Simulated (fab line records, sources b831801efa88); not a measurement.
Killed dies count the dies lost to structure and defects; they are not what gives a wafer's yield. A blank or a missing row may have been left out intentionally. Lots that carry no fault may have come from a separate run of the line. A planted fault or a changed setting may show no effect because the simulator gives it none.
fab line records	flow sky130
record lots=5	wafers=15	last_day=50
route steps=708 shown LOCAL_INTERCONNECT@394 CONTACT@406 METAL1@434 PAD_OPEN@708
lots with no fault: from the same line, run without faults
start_h: the number of hours between the record's first day and the start of the first shown wafer of the lot	wait_h: time in hours since the lot's previous step	" repeats the value in the row above	L1.1+2: a row that stands for several wafers	- no value, or no start was given	* or withheld: withheld	< > ~ a bound
route shown NAME@n: NAME is a module with steps in the file, n the number in the route of the first one	usual: mean/standard deviation of fault-free wafers	same: alike in all rows	chamber/n: place in a boat	sites: the reading at each site	_std_site: their standard deviation	_edge_site: mean of outer sites minus mean of inner sites	radius_mm: how far each site lies from the wafer's centre	mask NAME#n: copy n	behind: the tool/chamber that last shaped the wafer	hold: cause of the lot's hold/its duration in hours/its outcome	device: whichever transistor did not switch (one of n, p or np)	end of line: the tests these same wafers got at the end of their route	a step without rows: its recipe alone	killed: the dies lost at the first sort to structure and to defects; this is not the yield of the wafer	map: per-die view of a wafer (x killed, . not killed, _ where there is no die)
set.NAME: the run value of the setting; set.NAME@STEP: its run value at that earlier step	model.NAME: the simulator's own value behind a step, which no gauge read
lots at some steps of the route; a table a step, a row a wafer
services: the hour from which a tool's chamber was out of use, counted from the record's first day as start_h (under 0 if before that day), plus the number of hours and why
## steps
# step SKY_LOCAL_INTERCONNECT_SOFTBAKE_07
# recipe temp_c=100	time_s=90	resist=KrF-thick
# step SKY_LOCAL_INTERCONNECT_EXPOSE_08
# recipe mask_id=LI1M	na=0.8	source_shape=annular	sigma_inner=0.55	sigma_outer=0.85	target_cd_nm=170	dose_mj=28
# step SKY_LOCAL_INTERCONNECT_PEB_09
# recipe peb_temp_c=withheld	peb_time_s=withheld	resist=KrF-thick
# step SKY_LOCAL_INTERCONNECT_DEVELOP_10
# recipe develop_time_s=60	resist=KrF-thick	dev_temp_c=21
# step SKY_LOCAL_INTERCONNECT_CD_MEAS_11
# recipe target_cd_nm=170
# usual cd_nm=169.9/1.7
lot.wafer	tool	chamber	start_h	wait_h	cd_nm
L855.3	cd_sem-01	-	702.11	-	171.0
L855.4	"	-	"	"	171.1
L855.5	"	-	"	"	171.5
L861.2	cd_sem-02	-	766.18	-	170.1
L861.4	"	-	"	"	169.5
L861.5	"	-	"	"	169.3
L865.2	cd_sem-01	-	787.85	-	169.9
L865.3	"	-	"	"	170.1
L865.6	"	-	"	"	172.2
L870.1	cd_sem-02	-	828.42	-	168.7
L870.4	"	-	"	"	166.7
L870.6	"	-	"	"	166.5
L876.3	cd_sem-01	-	877.45	-	171.0
L876.4	"	-	"	"	169.8
L876.5	"	-	"	"	172.2
# step SKY_LOCAL_INTERCONNECT_OVL_MEAS_12
# usual LOCAL_INTERCONNECT_OVL=-1/5.4
lot.wafer	tool	chamber	start_h	wait_h	LOCAL_INTERCONNECT_OVL[nm]
L855.3	overlay-01	-	702.20	0.1	-2
L855.4	"	-	"	"	-6
L855.5	"	-	"	"	-10
L861.2	overlay-02	-	766.29	0.1	9
L861.4	"	-	"	"	7
L861.5	"	-	"	"	0
L865.2	overlay-01	-	787.96	0.1	2
L865.3	"	-	"	"	-7
L865.6	"	-	"	"	4
L870.1	overlay-01	-	828.54	0.1	-2
L870.4	"	-	"	"	-11
L870.6	"	-	"	"	0
L876.3	overlay-01	-	877.54	0.1	10
L876.4	"	-	"	"	2
L876.5	"	-	"	"	7
# step SKY_LOCAL_INTERCONNECT_ETCH_13
# recipe chemistry=N2/H2	target=BARC	ion_energy_ev=200	bias_w=100	pressure_mtorr=30	n2_flow_sccm=100	h2_flow_sccm=200	icp_w=500	stop_on=SiO2	time_s=45.9	target_depth_a=600
# step SKY_LOCAL_INTERCONNECT_METAL_ETCH_14
# recipe target_depth_nm=110	stop_on=PSG	chemistry=Cl2/BCl3	target=TiN	resist_sidewall_deg=88	pressure_mtorr=10	icp_w=900	bias_w=48.5	Cl2_flow_sccm=60	bcl3_flow_sccm=30	time_s=30.26
# usual drypump_motor_current_A=5.9/0.44	he_backside_leak_sccm=3.22/0.25	oes_product_au=0.960/0.0074	throttle_valve_pct=21.888/0.01
lot.wafer	tool	chamber	start_h	wait_h	drypump_motor_current_A	he_backside_leak_sccm	oes_product_au	rf_hours_counter_h	throttle_valve_pct
L855.3	rie_metal-01	0	702.31	0.0	5.9	3.08	0.969	-	21.874
L855.4	"	1	"	"	5.1	3.29	0.978	-	21.866
L855.5	"	0	"	"	5.9	3.12	0.963	-	21.862
L861.2	rie_metal-01	0	766.38	0.0	5.9	3.18	0.965	13	21.879
L861.4	"	1	"	"	5.1	3.32	0.973	-	21.873
L861.5	"	1	"	"	5.1	3.33	0.969	-	21.878
L865.2	rie_metal-01	1	788.05	0.0	5.1	3.44	0.954	7	21.903
L865.3	"	1	"	"	5.1	3.37	0.965	-	21.888
L865.6	"	1	"	"	5.1	3.39	0.962	-	21.895
L870.1	rie_metal-04	0	828.64	0.0	6.2	3.25	0.971	7	21.886
L870.4	"	0	"	"	6.1	3.18	0.956	-	21.888
L870.6	"	1	"	"	6.3	3.14	0.958	-	21.896
L876.3	rie_metal-02	0	877.65	0.0	5.5	3.11	0.961	-	21.882
L876.4	"	1	"	"	5.8	2.92	0.957	-	21.886
L876.5	"	1	"	"	5.8	3.05	0.957	-	21.891
# step SKY_LOCAL_INTERCONNECT_STRIP_15
# recipe chemistry=O2/N2	power_w=1400	pressure_mtorr=1500	platen_temp_c=withheld	o2_flow_sccm=3000	n2_flow_sccm=300	overash_fraction=0.5
# step SKY_LOCAL_INTERCONNECT_STRIP_16
# recipe chemistry=post_etch_residue_remover	time_s=1200	temp_c=72.5
# step SKY_LOCAL_INTERCONNECT_CLEAN_17
# recipe chemistry=IPA	time_s=180	temp_c=25
# step SKY_LOCAL_INTERCONNECT_CLEAN_18
# recipe chemistry=O3/DIW	dry=n2_spin
# step SKY_CONTACT_CVD_00
# recipe material=Si3N4	target_thk_nm=75	temp_c=400	time_s=withheld	rf_w=450
# usual heater_power_w=720/100
lot.wafer	tool	chamber	start_h	wait_h	heater_power_w
L855.3	pecvd-04	2	702.98	0.0	553
L855.4	"	0	"	"	788
L855.5	"	1	"	"	960
L861.2	pecvd-03	1	767.02	0.0	666
L861.4	"	1	"	"	666
L861.5	"	0	"	"	737
L865.2	pecvd-02	1	788.74	0.0	747
L865.3	"	0	"	"	773
L865.6	"	2	"	"	563
L870.1	pecvd-02	0	829.28	0.0	763
L870.4	"	0	"	"	756
L870.6	"	2	"	"	641
L876.3	pecvd-04	0	878.28	0.0	828
L876.4	"	0	"	"	824
L876.5	"	2	"	"	573
# step SKY_CONTACT_THK_MEAS_01
# recipe reads=Si3N4_of_CONTACT_CVD_00
# usual CONTACT_CVD_00_THK=75.0/1.4
lot.wafer	tool	chamber	start_h	wait_h	CONTACT_CVD_00_THK[nm]
L855.3	film_metro-02	-	703.03	-	75.1
L855.4	"	-	"	"	75.5
L855.5	"	-	"	"	75.5
L861.2	film_metro-03	-	767.07	-	75.0
L861.4	"	-	"	"	74.5
L861.5	"	-	"	"	74.4
L865.2	film_metro-01	-	788.78	-	75.7
L865.3	"	-	"	"	73.3
L865.6	"	-	"	"	73.0
L870.1	film_metro-03	-	829.32	-	72.0
L870.4	"	-	"	"	73.5
L870.6	"	-	"	"	73.6
L876.3	film_metro-02	-	878.33	-	74.1
L876.4	"	-	"	"	74.5
L876.5	"	-	"	"	76.2
# step SKY_CONTACT_HDPCVD_02
# recipe material=SiO2	target_thk_nm=565	sigma_open_frac=0.3	time_s=94.2	temp_c=600	sih4_flow_sccm=60	pressure_mtorr=6
# step SKY_CONTACT_THK_MEAS_03
# recipe reads=SiO2_of_CONTACT_HDPCVD_02
# usual CONTACT_HDPCVD_THK=565/6.9
lot.wafer	tool	chamber	start_h	wait_h	CONTACT_HDPCVD_THK[nm]
L855.3	film_metro-01	-	703.16	0.1	563
L855.4	"	-	"	"	559
L855.5	"	-	"	"	555
L861.2	film_metro-02	-	767.20	0.0	558
L861.4	"	-	"	"	573
L861.5	"	-	"	"	572
L865.2	film_metro-01	-	788.91	0.0	564
L865.3	"	-	"	"	570
L865.6	"	-	"	"	565
L870.1	film_metro-02	-	829.44	0.0	563
L870.4	"	-	"	"	560
L870.6	"	-	"	"	559
L876.3	film_metro-03	-	878.46	0.1	566
L876.4	"	-	"	"	564
L876.5	"	-	"	"	560
# step SKY_CONTACT_CMP_04
# recipe material=SiO2	down_force_psi=4	platen_rpm=60	pad_velocity_m_s=0.94248
# step SKY_CONTACT_BOW_MEAS_05
# recipe mode=bow
# usual CONTACT_BOW=83/6.6
lot.wafer	tool	chamber	start_h	wait_h	CONTACT_BOW[um]
L855.3	film_metro-02	-	703.54	0.2	80
L855.4	"	-	"	"	89
L855.5	"	-	"	"	91
L861.2	film_metro-03	-	767.57	0.1	77
L861.4	"	-	"	"	89
L861.5	"	-	"	"	82
L865.2	film_metro-03	-	789.28	0.2	79
L865.3	"	-	"	"	77
L865.6	"	-	"	"	80
L870.1	film_metro-01	-	829.80	0.2	79
L870.4	"	-	"	"	72
L870.6	"	-	"	"	82
L876.3	film_metro-02	-	878.87	0.3	82
L876.4	"	-	"	"	88
L876.5	"	-	"	"	83
# step SKY_CONTACT_DEHYDRATE_06
# recipe temp_c=200	time_s=60
# step SKY_CONTACT_HMDS_07
# recipe prime_time_s=60	prime_temp_c=120
# step SKY_CONTACT_COAT_08
# recipe resist=BARC	temp_c=withheld	time_s=withheld	spin_rpm=3000	resist_thk_nm=60
# step SKY_CONTACT_COAT_09
# recipe resist=KrF-thick	spin_rpm=3000	resist_thk_nm=450
# step SKY_CONTACT_SOFTBAKE_10
# recipe temp_c=101.2	time_s=90	resist=KrF-thick
# step SKY_CONTACT_EXPOSE_11
# recipe mask_id=CTM1	na=0.8	source_shape=annular	sigma_inner=0.55	sigma_outer=0.85	target_cd_nm=170	dose_mj=38
# step SKY_CONTACT_PEB_12
# recipe peb_temp_c=withheld	peb_time_s=withheld	resist=KrF-thick
# step SKY_CONTACT_DEVELOP_13
# recipe develop_time_s=60	resist=KrF-thick	dev_temp_c=21
# step SKY_CONTACT_CD_MEAS_14
# recipe target_cd_nm=170
# usual cd_nm=169.3/1.6
lot.wafer	tool	chamber	start_h	wait_h	cd_nm
L855.3	cd_sem-02	-	731.78	-	169.1
L855.4	"	-	"	"	171.1
L855.5	"	-	"	"	170.8
L861.2	cd_sem-01	-	794.74	-	167.3
L861.4	"	-	"	"	165.1
L861.5	"	-	"	"	166.6
L865.2	cd_sem-01	-	814.84	-	169.2
L865.3	"	-	"	"	170.2
L865.6	"	-	"	"	168.7
L870.1	cd_sem-01	-	856.07	-	169.5
L870.4	"	-	"	"	169.0
L870.6	"	-	"	"	170.8
L876.3	cd_sem-01	-	905.15	-	169.7
L876.4	"	-	"	"	169.5
L876.5	"	-	"	"	167.1
# step SKY_CONTACT_OVL_MEAS_15
# usual CONTACT_OVL=1/6.1
lot.wafer	tool	chamber	start_h	wait_h	CONTACT_OVL[nm]
L855.3	overlay-01	-	731.87	0.1	8
L855.4	"	-	"	"	-9
L855.5	"	-	"	"	2
L861.2	overlay-01	-	794.85	0.1	7
L861.4	"	-	"	"	-1
L861.5	"	-	"	"	-2
L865.2	overlay-01	-	814.95	0.1	0
L865.3	"	-	"	"	-7
L865.6	"	-	"	"	-1
L870.1	overlay-01	-	856.19	0.1	0
L870.4	"	-	"	"	7
L870.6	"	-	"	"	-3
L876.3	overlay-01	-	905.24	0.1	15
L876.4	"	-	"	"	8
L876.5	"	-	"	"	5
# step SKY_CONTACT_ETCH_16
# recipe chemistry=N2/H2	target=BARC	ion_energy_ev=200	source_w=500	bias_w=100	pressure_mtorr=30	n2_flow_sccm=100	h2_flow_sccm=200	stop_on=SiO2	time_s=45.9	target_depth_a=600
# step SKY_CONTACT_ETCH_17
# recipe target=SiO2	chemistry=C4F8/O2/Ar	stop_on=Si3N4	mask_material=KrF-thick	source_w=1500	bias_w=1200	pressure_mtorr=40	c4f8_flow_sccm=withheld	O2_flow_sccm=6	Ar_flow_sccm=300	time_s=withheld	target_depth_a=3400
# step SKY_CONTACT_ETCH_18
# recipe target=Si3N4	chemistry=CHF3/O2	stop_on=TiN	source_w=600	bias_w=200	pressure_mtorr=40	chf3_flow_sccm=50	O2_flow_sccm=5	time_s=39	target_depth_a=750
# step SKY_CONTACT_STRIP_19
# recipe chemistry=O2/N2	power_w=1400	pressure_mtorr=1500	platen_temp_c=withheld	o2_flow_sccm=3000	n2_flow_sccm=300	overash_fraction=0.5
# usual drypump_motor_current_A=5.7/0.43	oes_product_au=0.380/0.0045	strip_time_to_endpoint_s=3.62/0.038
lot.wafer	tool	chamber	start_h	wait_h	drypump_motor_current_A	oes_product_au	rf_hours_counter_h	strip_time_to_endpoint_s
L855.3	plasma_asher-03	1	732.06	-	6.5	0.389	-	3.69
L855.4	"	0	"	"	5.9	0.378	-	3.60
L855.5	"	0	"	"	5.9	0.380	-	3.64
L861.2	plasma_asher-03	0	795.01	-	5.9	0.380	70	3.63
L861.4	"	1	"	"	6.5	0.374	-	3.66
L861.5	"	0	"	"	5.9	0.383	-	3.61
L865.2	plasma_asher-01	0	815.11	-	5.2	0.381	38	3.61
L865.3	"	0	"	"	5.2	0.383	-	3.65
L865.6	"	0	"	"	5.2	0.384	-	3.67
L870.1	plasma_asher-02	0	856.36	-	5.9	0.381	102	3.62
L870.4	"	0	"	"	5.9	0.381	-	3.66
L870.6	"	0	"	"	5.9	0.371	-	3.65
L876.3	plasma_asher-02	1	905.43	-	5.5	0.373	-	3.62
L876.4	"	0	"	"	5.8	0.383	-	3.65
L876.5	"	0	"	"	5.9	0.377	-	3.55
# step SKY_CONTACT_STRIP_20
# recipe chemistry=post_etch_residue_remover	time_s=1200	temp_c=72.5
# step SKY_CONTACT_CLEAN_21
# recipe chemistry=IPA	time_s=180	temp_c=25
# step SKY_CONTACT_CLEAN_22
# recipe chemistry=O3/DIW	dry=n2_spin
# step SKY_CONTACT_SPUTTER_23
# recipe material=TiN	target_thk_nm=20	chamber_pressure_pa=5	power_w=4000	time_s=80
# step SKY_CONTACT_CVD_24
# recipe material=W	target_thk_nm=340	time_s=102.12	temp_c=400	pressure_torr=40
# usual heater_power_w=892/44
lot.wafer	tool	chamber	start_h	wait_h	heater_power_w	since_wet_clean_h
L855.3	cvd_w-02	0	733.23	0.1	932	-
L855.4	"	1	"	"	822	-
L855.5	"	0	"	"	954	-
L861.2	cvd_w-02	0	795.67	0.0	947	892
L861.4	"	0	"	"	940	-
L861.5	"	1	"	"	834	-
L865.2	cvd_w-01	1	815.86	0.0	893	412
L865.3	"	0	"	"	850	-
L865.6	"	1	"	"	875	-
L870.1	cvd_w-01	1	857.04	0.0	899	453
L870.4	"	0	"	"	878	-
L870.6	"	1	"	"	914	-
L876.3	cvd_w-01	1	906.13	0.1	903	-
L876.4	"	0	"	"	852	-
L876.5	"	0	"	"	870	-
# step SKY_CONTACT_RS_MEAS_25
# recipe thk_meas_gauge=four-point-probe	reads=W_of_CONTACT_CVD_24+TiN_of_CONTACT_SPUTTER_23
# usual CONTACT_W_RS=0.342/0.0055
lot.wafer	tool	chamber	start_h	wait_h	CONTACT_W_RS[ohm/sq]
L855.3	film_metro-01	-	733.35	0.1	0.348
L855.4	"	-	"	"	0.335
L855.5	"	-	"	"	0.343
L861.2	film_metro-01	-	795.80	0.1	0.343
L861.4	"	-	"	"	0.344
L861.5	"	-	"	"	0.339
L865.2	film_metro-01	-	815.99	0.1	0.344
L865.3	"	-	"	"	0.332
L865.6	"	-	"	"	0.346
L870.1	film_metro-01	-	857.15	0.1	0.352
L870.4	"	-	"	"	0.333
L870.6	"	-	"	"	0.344
L876.3	film_metro-01	-	906.24	0.1	0.342
L876.4	"	-	"	"	0.328
L876.5	"	-	"	"	0.331
# step SKY_CONTACT_THK_MEAS_26
# recipe thk_meas_gauge=xrf	reads=W_of_CONTACT_CVD_24
# usual CONTACT_W_THK=341/6.3
lot.wafer	tool	chamber	start_h	wait_h	CONTACT_W_THK[nm]
L855.3	film_metro-01	-	733.45	0.1	335
L855.4	"	-	"	"	351
L855.5	"	-	"	"	340
L861.2	film_metro-01	-	795.91	0.1	344
L861.4	"	-	"	"	344
L861.5	"	-	"	"	347
L865.2	film_metro-01	-	816.10	0.1	343
L865.3	"	-	"	"	354
L865.6	"	-	"	"	342
L870.1	film_metro-01	-	857.27	0.1	337
L870.4	"	-	"	"	356
L870.6	"	-	"	"	343
L876.3	film_metro-01	-	906.34	0.1	341
L876.4	"	-	"	"	356
L876.5	"	-	"	"	353
# step SKY_CONTACT_CMP_27
# recipe stop_on=SiO2	t_overpolish_s=15	down_force_psi=3.5	platen_rpm=60	target_thk_nm=0	pad_velocity_m_s=0.94248
# usual motor_current_A=10.6/1.1	overpolish_run_s=15.001/0.0094	time_to_endpoint_s=79/4.2
lot.wafer	tool	chamber	start_h	wait_h	motor_current_A	overpolish_run_s	time_to_endpoint_s
L855.3	cmp-02	1	733.49	0.0	10.6	14.986	77
L855.4	"	2	"	"	9.4	14.995	80
L855.5	"	2	"	"	10.0	14.999	80
L861.2	cmp-02	2	796.01	0.1	10.1	15.009	75
L861.4	"	0	"	"	12.0	15.002	69
L861.5	"	1	"	"	10.5	14.993	77
L865.2	cmp-01	3	816.20	0.1	10.8	15.001	76
L865.3	"	1	"	"	10.7	15.005	81
L865.6	"	2	"	"	12.5	14.993	80
L870.4	cmp-01	0	857.66	0.3	9.5	14.998	76
L870.1	"	3	"	"	10.9	14.990	74
L870.6	"	1	"	"	10.6	14.993	81
L876.3	cmp-02	2	906.43	0.1	10.1	15.003	82
L876.4	"	3	"	"	9.5	14.998	92
L876.5	"	2	"	"	10.0	15.006	83
# step SKY_METAL1_SPUTTER_00
# recipe material=Ti	target_thk_nm=15	power_w=3000	time_s=10	chamber_pressure_pa=0.4
# step SKY_METAL1_SPUTTER_01
# recipe material=TiN	target_thk_nm=20	power_w=6500	time_s=16.7	chamber_pressure_pa=0.4
# usual throttle_valve_pct=29.6/1
lot.wafer	tool	chamber	start_h	wait_h	throttle_valve_pct
L855.3	pvd_sputter-04	-	733.81	0.0	30.7
L855.4	"	-	"	"	28.6
L855.5	"	-	"	"	30.3
L861.2	pvd_sputter-03	-	796.28	0.0	30.0
L861.4	"	-	"	"	28.5
L861.5	"	-	"	"	29.7
L865.2	pvd_sputter-03	-	816.47	0.0	28.4
L865.3	"	-	"	"	31.5
L865.6	"	-	"	"	29.7
L870.1	pvd_sputter-03	-	857.98	0.0	28.6
L870.4	"	-	"	"	29.6
L870.6	"	-	"	"	31.1
L876.3	pvd_sputter-02	-	906.71	0.0	29.1
L876.4	"	-	"	"	28.4
L876.5	"	-	"	"	29.2
# step SKY_PAD_OPEN_PROBE_99
# usual killed_at_M0_to_M3=42/6.9	killed_at_M4_up=3.2/1.7	killed_at_contacts=25/5.1	killed_at_front_end=15/4.5	killed_at_other=0.4/0.63	killed_dies=86/9.3	killed_on_rim=17/3.9	killed_open=46/7	killed_short=39/6.9
# same gross_dies=492	killed_at_back_side=0
lot.wafer	tool	chamber	start_h	wait_h	killed_at_M0_to_M3	killed_at_M4_up	killed_at_contacts	killed_at_front_end	killed_at_other	killed_dies	killed_on_rim	killed_open	killed_short
L855.3	prober-01	-	1077.29	0.2	43	2	21	13	1	80	15	47	33
L855.4	prober-01	-	1077.34	0.2	28	8	19	26	0	81	8	38	42
L855.5	prober-01	-	1077.39	0.2	40	1	14	11	0	66	15	39	27
L870.1	prober-01	-	1168.16	0.1	39	1	30	19	0	89	19	47	42
L870.4	prober-01	-	1168.31	0.2	41	1	27	13	0	82	19	50	31
L870.6	prober-01	-	1168.41	0.2	32	1	23	29	0	85	23	50	35
L876.3	prober-01	-	1198.19	0.2	38	3	67	9	1	118	26	35	37
L876.4	prober-01	-	1198.24	0.2	30	4	84	15	0	133	31	46	42
# killed by level:class
L855.3 VIA1:geometric_particle:open=12 CONTACT:geometric_particle:open=8 VIA3:geometric_particle:open=7 LI_CONTACT:geometric_particle:open=6 VIA1:geometric_particle:short=5 CONTACT:geometric_particle:short=4 VIA2:geometric_particle:open=4 FIELD_ISO:geometric_particle:open=3
L855.4 FIELD_ISO:geometric_particle:short=9 VIA1:geometric_particle:open=8 FIELD_ISO:geometric_particle:open=6 CONTACT:geometric_particle:open=6 METAL4:geometric_particle:short=6 CONTACT:geometric_particle:short=5 LI_CONTACT:geometric_particle:open=4 POLY_GATE:geometric_particle:short=3
L855.5 VIA1:geometric_particle:open=11 VIA3:geometric_particle:open=9 CONTACT:geometric_particle:open=6 VIA1:geometric_particle:short=5 METAL1:geometric_particle:short=4 VIA2:geometric_particle:open=4 POLY_GATE:geometric_particle:short=3 POLY_GATE:geometric_particle:open=3
L870.1 CONTACT:geometric_particle:open=15 FIELD_ISO:geometric_particle:short=10 LI_CONTACT:geometric_particle:open=6 VIA1:geometric_particle:short=6 VIA1:geometric_particle:open=6 VIA2:geometric_particle:open=6 METAL3:geometric_particle:short=5 VIA3:geometric_particle:short=5
L870.4 CONTACT:geometric_particle:open=13 VIA1:geometric_particle:open=10 VIA2:geometric_particle:open=8 LI_CONTACT:geometric_particle:open=7 FIELD_ISO:geometric_particle:short=5 VIA1:geometric_particle:short=5 FIELD_ISO:geometric_particle:open=4 VIA3:geometric_particle:short=4
L870.6 FIELD_ISO:geometric_particle:open=11 VIA2:geometric_particle:open=10 VIA1:geometric_particle:open=9 POLY_GATE:geometric_particle:short=7 LI_CONTACT:geometric_particle:open=7 CONTACT:geometric_particle:open=6 POLY_GATE:geometric_particle:open=5 CONTACT:geometric_particle:short=5
L876.3 CONTACT:unspecified=46 LI_CONTACT:geometric_particle:open=7 VIA1:geometric_particle:open=7 CONTACT:geometric_particle:short=6 METAL1:geometric_particle:short=6 VIA3:geometric_particle:open=6 CONTACT:geometric_particle:open=5 VIA2:geometric_particle:open=5
L876.4 CONTACT:unspecified=45 CONTACT:geometric_particle:open=16 FIELD_ISO:geometric_particle:short=8 LI_CONTACT:geometric_particle:open=8 VIA1:geometric_particle:open=6 VIA2:geometric_particle:open=6 LOCAL_INTERCONNECT:geometric_particle:short=5 CONTACT:geometric_particle:short=5
# map L876.4 (x killed, . not)
__________x.......x._________
________x..x.x..x.xx.._______
______...x.......x.....x_____
_____x.x......x.....x....____
____..xxx......x.x..x.....___
___.......x.x....x.....x...__
__x.x.........x............._
_.x.......x..x...............
_..x........x............x..x
_.........x....x...x.....xx.x
_.............xxx..x..x.x.x.x
_.xx..x.....xx......x.xxx....
_...........x..........xxxxxx
_x...........xx...x.xxxxxxxxx
_.........xx.....x..xxxxxxxxx
__.......xxx..x...x..xxxxxxx_
___....xx....x.....xxxxxxxx__
____..................xxxx___
_____....x....xx.x.....xx____
______x..x.....x.....xxx_____
________x..x.........._______
__________.....xx..._________
# map L855.4 (x killed, . not)
__________......x..x_________
________.x...x....x..._______
______...........x.x...._____
_____......x..x..x..x....____
____..x....x...x....x....x___
___..x.x...x....x..........__
__......x....x..x...x..xxx.x_
_.....x....xx...x............
_...x.......x................
_...............x............
_..........x.....x.xx........
_.x.......x..xx..............
_.x..x.x......xx...........x.
_.....x.........x.........x..
_...x.....x.......x....x....x
__.....x...........xx......._
___..xxx...x......x..x..x..__
____.......xxx.x....x.....___
_____...x....x........x..____
______....x.x....x..x..x_____
________.............._______
__________....x....._________
## services
tool	chamber	start_h	hours	kind
plasma_asher-01	-	679.05	14.7	repair
cvd_w-01	-	686.13	2.8	repair
cmp-01	-	687.04	7.7	pm
plasma_asher-02	-	691.80	0.5	repair
plasma_asher-01	-	693.75	2.8	pm
pvd_sputter-04	-	699.35	7.9	repair
pecvd-02	-	704.72	1.2	repair
cmp-02	-	744.00	4.0	pm
cmp-01	-	754.60	0.4	repair
cmp-01	-	761.44	1.8	repair
cmp-01	-	766.44	0.6	repair
pecvd-02	1	775.08	12.6	repair
pecvd-02	-	777.54	10.3	repair
plasma_asher-02	-	812.74	3.3	repair
pecvd-02	-	816.89	1.2	repair
rie_metal-01	-	817.47	0.8	repair
pecvd-02	-	831.91	0.8	repair
cvd_w-02	1	832.08	2.5	repair
cvd_w-01	-	841.19	0.8	repair
cmp-02	-	854.05	4.4	pm
cvd_w-01	0	879.17	3.1	repair
cvd_w-02	-	890.65	6.0	pm
pvd_sputter-03	-	893.67	2.5	repair
cvd_w-02	-	904.00	14.0	pm
## key
first_sign step=SKY_PAD_OPEN_PROBE_99	reading=killed_at_contacts	direction=up	sigmas=9.8	usual=25	struck=76
effect step=SKY_PAD_OPEN_PROBE_99	reading=killed_dies	direction=up	sigmas=4.2	usual=86	struck=126
met_at SKY_CONTACT_CVD_00
struck_wafers L876.3,L876.4
tester_left_out L876
onset_between 702.98 878.28
fault kind=chamber_particle_source	tool=pecvd-04	chamber=0	onset_h=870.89	steps=SKY_CONTACT_CVD_00	rate_per_visit_cm2=2.1231	end_h=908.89
# tester_left_out: of these lots the tester's yield and bins aren't shown, on N5 and GAA mostly nor the transistor test; their killed dies are dies lost to structure and defects alone, not to doping, threshold or leakage, so they don't give the yield
